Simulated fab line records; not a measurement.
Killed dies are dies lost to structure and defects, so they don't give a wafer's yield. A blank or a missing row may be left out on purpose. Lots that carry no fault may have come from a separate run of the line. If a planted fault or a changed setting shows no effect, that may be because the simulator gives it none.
A lot that was struck, set against a sound lot ; flow gf180mcu ; 18 steps out of a route of 602
Sound: these wafers, L161.3, L161.4, L161.6. Struck: wafers L165.2, L165.3 (left out: L165.1, a lot-mate that was not struck); the cause follows at the end.
For every step that has rows: the tool of each side, followed by ch and its chambers, followed by its first start. Under that, the readings that differ: sound wafers ; struck wafers ; difference of the means ; sigmas: that difference in standard deviations of wafers without a fault.
alike: a reading whose means differ by less than 2 such deviations, as well as words and numbers matching on both sides. not compared: withheld readings; readings where some wafer has no value; bounds like >300 that might hide an equal value; numbers whose values overlap and for which the record gives no deviation.
Wherever a step has rows on one side only, a row that says differs or no value, or a row with sigmas, the two part there. Numbers that have no deviation but don't overlap get no sigmas and don't part them. A reading that every wafer of one side lacks parts them only if that side has two wafers or more.

first, 3 steps without rows for these wafers: GF_V5_EXPOSE_11 (exposes mask Via5, target cd 260 nm); GF_V5_PEB_12 (peb time 90 s); GF_V5_DEVELOP_13 (develop time 60 s).
GF_V5_CD_MEAS_14: target cd 260 nm.
  sound: cd_sem-01 at day 29 13:24; struck: cd_sem-01 at day 30 07:49
  alike: cd_nm
GF_V5_OVL_MEAS_15:
  sound: overlay-02 at day 29 13:29; struck: overlay-02 at day 30 07:56
  alike: V5_OVL
GF_V5_ETCH_16: etches BARC in N2/H2.
  sound on rie_diel-01 ch 1,2, day 29 13:31; struck on rie_diel-02 ch 0,1, day 30 07:58
  alike: drypump_motor_current_A, n2_flow_sccm, oes_product_au, throttle_valve_pct
then, 1 step without rows for these wafers: GF_V5_ETCH_17 (etches SiO2 in C4F8/O2/Ar, stops on TiN, target depth 855 nm).
GF_V5_STRIP_18: strips in O2/N2.
  sound on plasma_asher-03 ch 0,1, day 29 13:42; struck on plasma_asher-02 ch 0,1, day 30 08:07
  alike: drypump_motor_current_A, heater_power_w, n2_flow_sccm, oes_product_au
  not compared: rf_hours_counter_h
then, 2 steps without rows for these wafers: GF_V5_STRIP_19 (strips in post etch residue remover, time 1200 s); GF_V5_CLEAN_20 (cleans in DIW).
GF_V5_SPUTTER_21: material Ti, target thk 15 nm, time 80.02 s.
  sound: pvd_sputter-04 at day 29 14:14; struck: pvd_sputter-04 at day 30 08:39
  alike: throttle_valve_pct
GF_V5_SPUTTER_22: material TiN, target thk 10 nm, time 40 s.
  sound: pvd_sputter-04 at day 29 14:18; struck: pvd_sputter-04 at day 30 08:43
  alike: throttle_valve_pct
GF_V5_CVD_23: deposits W, target thk 350 nm, time 104.9 s.
  sound on cvd_w-02 ch 0,1, day 29 14:22; struck on cvd_w-01 ch 0, day 30 08:45
reading;sound;struck;difference;sigmas
chamber_pressure_Torr (Torr);40.22 39.92 39.90;26.29 26.40;-13.67;-99 or more
heater_power_w (W);846 856 849;1063 1089;+226;+2
model.W_of_V5_CVD_23.thk_nm (nm);345.7 337.6 341.8;281.1 278.1;-62.1;
GF_V5_RS_MEAS_24: the measuring method here is four-point-probe.
  sound: film_metro-04 at day 29 14:29; struck: film_metro-02 at day 30 08:52
reading;sound;struck;difference;sigmas
V5_W_RS (ohm/sq);0.332 0.341 0.335;0.409 0.414;+0.075;+13
GF_V5_THK_MEAS_25: measures by xrf.
  sound: film_metro-04 at day 29 14:35; struck: film_metro-02 at day 30 08:59
reading;sound;struck;difference;sigmas
V5_W_THK (nm);343 334 337;282 279;-58;-7
GF_V5_CMP_26: polishes, stops on SiO2, t overpolish 15 s, target thk 0 nm.
  sound on cmp-02 ch 1,2, day 29 14:41; struck on cmp-01 ch 0,1, day 30 09:06
reading;sound;struck;difference;sigmas
time_to_endpoint_s (s);73 79 81;71 64;-10;-3
  alike: motor_current_A
GF_TOP_METAL_SPUTTER_00: material Ti, target thk 37.5 nm, time 150 s.
  sound: pvd_sputter-03 at day 29 14:56; struck: pvd_sputter-04 at day 30 09:21
  alike: throttle_valve_pct
GF_PASSIVATION_PROBE_99:
  record: rows for the struck wafers here (prober-02, day 32 00:28), none for the sound ones

## WHERE THEY PART
Last at GF_PASSIVATION_PROBE_99 as far as this record goes, first at GF_V5_CVD_23.

WHY: what the simulator had put in
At GF_V5_CVD_23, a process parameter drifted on cvd_w-01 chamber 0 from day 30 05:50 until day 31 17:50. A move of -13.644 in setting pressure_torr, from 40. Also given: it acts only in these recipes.
